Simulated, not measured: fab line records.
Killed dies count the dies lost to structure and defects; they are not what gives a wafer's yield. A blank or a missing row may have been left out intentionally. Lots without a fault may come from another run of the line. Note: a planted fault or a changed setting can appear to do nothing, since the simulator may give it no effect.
Matching of chambers / flow gf180mcu / GF_CONTACT_CVD_02 on pecvd-02 has 3 sister chambers
The step deposits SiO2 from TEOS, target thk 860 nm, time 95.992 s. 3 wafers are shown with their chamber, then 8 later ones without.

EACH WAFER AND ITS CHAMBER
wafer=L402.5; chamber=0; heater_power_w (W)=680
wafer=L402.6; chamber=1; heater_power_w (W)=816
wafer=L404.2; chamber=2; heater_power_w (W)=728

WAFERS MISSING THEIR CHAMBER
wafer=L404.4; heater_power_w (W)=849
wafer=L404.5; heater_power_w (W)=781
wafer=L407.1; heater_power_w (W)=865
wafer=L407.2; heater_power_w (W)=742
wafer=L407.4; heater_power_w (W)=677
wafer=L408.1; heater_power_w (W)=685
wafer=L408.2; heater_power_w (W)=655
wafer=L408.3; heater_power_w (W)=825

WHICH CHAMBER EACH WENT THROUGH
wafer=L404.4; from the rows above=1; in truth=1
wafer=L404.5; from the rows above=can't be placed: 1 or 2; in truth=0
wafer=L407.1; from the rows above=1; in truth=1
wafer=L407.2; from the rows above=can't be placed: 2 or 0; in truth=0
wafer=L407.4; from the rows above=can't be placed: 0 or 2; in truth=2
wafer=L408.1; from the rows above=can't be placed: 0 or 2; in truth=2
wafer=L408.2; from the rows above=can't be placed: 0 or 2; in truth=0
wafer=L408.3; from the rows above=1; in truth=1
3 of 8 placed correctly. These rows do not allow placing 5 (true chamber among the candidates in 4). Wrongly placed: 0.
How it was worked out, from the rows above alone: a wafer's distance from a chamber is the root of the sum, over the readings, of the square of ((its reading less the chamber's mean) divided by the reading's scatter). If the next closest chamber is less than 2 further off than the closest, the wafer can't be placed; otherwise it belongs to the closest. Each chamber's mean is taken over the wafers shown for it. The scatter: root of mean squared gap, hidden wafer to nearest shown wafer, with one shown wafer a chamber.
